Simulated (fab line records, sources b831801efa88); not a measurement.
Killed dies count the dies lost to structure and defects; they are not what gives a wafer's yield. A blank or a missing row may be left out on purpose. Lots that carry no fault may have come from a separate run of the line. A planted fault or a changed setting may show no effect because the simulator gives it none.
Chamber matching | flow sky130 | rie diel-02 running SKY_FIELD_ISO_ETCH_15: 4 sister chambers
The step etches the open film in CHF3/O2, stops on Si, target depth 180 nm, time 72 s. 7 wafers are shown with their chamber, then 7 later ones without.

## WAFERS, EACH WITH ITS CHAMBER
wafer  | chamber | drypump motor current A (A) | oes product au (a.u.)
L220.5 | 1       | 5.1                         | 0.935
L224.1 | 2       | 6.4                         | 0.939
L227.1 | 0       | 6.0                         | 0.946
L227.4 | 3       | 5.4                         | 0.934
L227.6 | 2       | 6.3                         | 0.936
L236.1 | 0       | 5.9                         | 0.934
L236.3 | 3       | 5.4                         | 0.940

## WAFERS MISSING THEIR CHAMBER
wafer  | drypump motor current A (A) | oes product au (a.u.)
L236.4 | 6.4                         | 0.949
L237.3 | 5.4                         | 0.934
L237.4 | 5.2                         | 0.941
L237.5 | 5.9                         | 0.931
L240.3 | 5.9                         | 0.941
L240.4 | 5.4                         | 0.942
L240.5 | 5.9                         | 0.933

## EACH ONE'S CHAMBER
wafer  | from the rows above     | in truth
L236.4 | 2                       | 2
L237.3 | 3                       | 3
L237.4 | can't be placed: 1 or 3 | 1
L237.5 | 0                       | 0
L240.3 | 0                       | 0
L240.4 | 3                       | 3
L240.5 | 0                       | 0
Correctly placed: 6 of 7. Unplaceable from these rows: 1, with the true chamber sitting among the candidates in 1. 0 placed wrongly.
How it was worked out, from the rows above alone: a wafer's distance from a chamber is the root of the sum, over the readings, of the square of ((its reading less the chamber's mean) divided by the reading's scatter). The wafer belongs to the nearest chamber; if the next one is less than 2 further off, it can't be placed. The mean given for a chamber averages the wafers shown for that chamber. The scatter: take each reading less its chamber's mean, square it, sum over the shown wafers, divide by the number of wafers less the number of chambers, and take the root.
